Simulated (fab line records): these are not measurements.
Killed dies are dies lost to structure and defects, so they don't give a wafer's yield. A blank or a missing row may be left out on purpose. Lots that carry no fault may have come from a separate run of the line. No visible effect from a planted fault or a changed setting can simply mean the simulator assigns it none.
The same fault as seen by 2 desks    flow sky130    each desk holds nothing but its own numbers, with what lay behind them at the end

## AT THE TOOL OWNER'S DESK: lithoTrack-01
The tool's own readings at SKY_METAL4_HMDS_06 (prime time 60 s): means of the sampled wafers that have a number, for each lot that ran on this tool. A lot is out of limits, marked OUT, if its mean lies more than 4 standard deviations from the usual mean; the brackets give that distance.
Columns: A = primeTempC at SKY_METAL4_HMDS_06, usual 120.00 C
lot   first seen here  A
L511  day 41 04:19     120.02
L515  day 43 17:17     119.96
L520  day 43 21:52     119.99
L525  day 46 00:35     114.52 (-37) OUT
L526  day 46 17:07     114.69 (-35) OUT
This desk's finding: out of limits on L525, L526; first on L525, day 46 00:35 (primeTempC at SKY_METAL4_HMDS_06). In limits: L511, L515, L520.

## THE METROLOGY DESK
What the gauges read, lot by lot, whatever tool the lot ran on: means of the sampled wafers that have a number. A lot is out of limits, marked OUT, if its mean lies more than 4 standard deviations from the usual mean; the brackets give that distance.
Columns: A = VIA3_W_RS at SKY_VIA3_RS_MEAS_22, usual 0.2944 ohm/sq
lot   first seen here  A
L511  day 39 16:32     0.2941
L514  day 40 12:01     0.2976
L515  day 42 05:07     0.2931
L517  day 42 05:59     0.2937
L518  day 42 08:13     0.2940
L520  day 42 10:10     0.2936
L525  day 44 15:43     0.2949
L528  day 45 06:49     0.2967
L527  day 45 08:19     0.2948
L526  day 45 08:58     0.2972
L529  day 45 15:23     0.2941
L533  day 46 19:08     0.2864
This desk's finding: nothing out of limits on any of the 12 lots.

## BROUGHT TOGETHER
At day 46 00:35, on L525, L526, the tool owner's desk was in a position to raise an alarm.
At the metrology desk, nothing out of limits was observed.
The metrology desk holds a record of L525, L526, inside its limits.
SKY_METAL4_HMDS_06 was run on lithoTrack-01 by each of the lots named.

## WHAT THE SIMULATOR PUT IN
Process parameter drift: lithoTrack-01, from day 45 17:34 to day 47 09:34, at SKY_METAL4_HMDS_06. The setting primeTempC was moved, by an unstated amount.
Shown lots that were struck: L525, L526.
Delay in hours, fault start to first out-of-limits reading, by desk: the tool owner's desk at 7.
